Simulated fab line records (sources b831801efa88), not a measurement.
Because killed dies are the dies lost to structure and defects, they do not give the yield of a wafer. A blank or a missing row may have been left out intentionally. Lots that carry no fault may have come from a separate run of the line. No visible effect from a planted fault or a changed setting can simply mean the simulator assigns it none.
Which tool is to blame? ; flow gf180mcu ; Sampling: 6 lots, 18 wafers, 3 of 602 route steps

## WHAT EACH GAUGE READ, for each wafer
GF_POLY_GATE_THK_MEAS_01.
lot;measured;on;POLY_GATE_CVD_00_THK (nm)
L734;day 9 00:55;film_metro-03;201.5 202.0 202.0
L736;day 9 14:52;film_metro-01;200.5 200.3 198.8
L738;day 10 03:13;film_metro-04;202.3 201.4 201.0
L742;day 11 05:05;film_metro-01;197.6 197.6 197.9
L746;day 12 13:32;film_metro-04;202.4 201.6 203.6
L755;day 15 00:55;film_metro-01;200.9 199.8 202.4

## EACH LOT AND THE TOOL THAT RAN IT (in order: tool; ch and the chambers of the sampled wafers; start)
lot;GF_VT_IMPLANT_STRIP_31;GF_POLY_GATE_CVD_00
L734;plasma_asher-03 ch 0, day 7 08:20;lpcvd-02 ch 0, day 8 23:34
L736;plasma_asher-02 ch 0,1, day 7 23:02;lpcvd-01 ch 0, day 9 13:31
L738;plasma_asher-03 ch 0,1, day 8 09:52;lpcvd-01 ch 1, day 10 01:53
L742;plasma_asher-04 ch 0,1, day 9 12:20;lpcvd-02 ch 0, day 11 03:44
L746;plasma_asher-02 ch 0,1, day 10 17:31;lpcvd-02 ch 0, day 12 12:12
L755;plasma_asher-03 ch 0,1, day 13 02:25;lpcvd-02 ch 1, day 14 23:34
- GF_VT_IMPLANT_STRIP_31: strips in O2/N2.
- GF_POLY_GATE_CVD_00: deposits poly-Si, target thk 200 nm, time 1200 s.

## THE ANSWER, worked out from the rows above alone
Rule: the usual values come from the lots themselves. The widest of any qualifying gaps counts: lots, ordered by their means at a reading, are off when they make up no more than a third of the lots, leave a main group of 4 or more, and stand apart from it by 3 or more times the standard deviation of that group's means. The tables above print the reading to a certain number of digits; a main group whose means all agree to those digits is not used. A lot without any number at a reading at which 4 lots or more have one is off too. Any other lot the step has rows for is counted as sound.
None of the lots is off at any reading shown; this tells nothing.

## WHAT THE SIMULATOR PUT IN
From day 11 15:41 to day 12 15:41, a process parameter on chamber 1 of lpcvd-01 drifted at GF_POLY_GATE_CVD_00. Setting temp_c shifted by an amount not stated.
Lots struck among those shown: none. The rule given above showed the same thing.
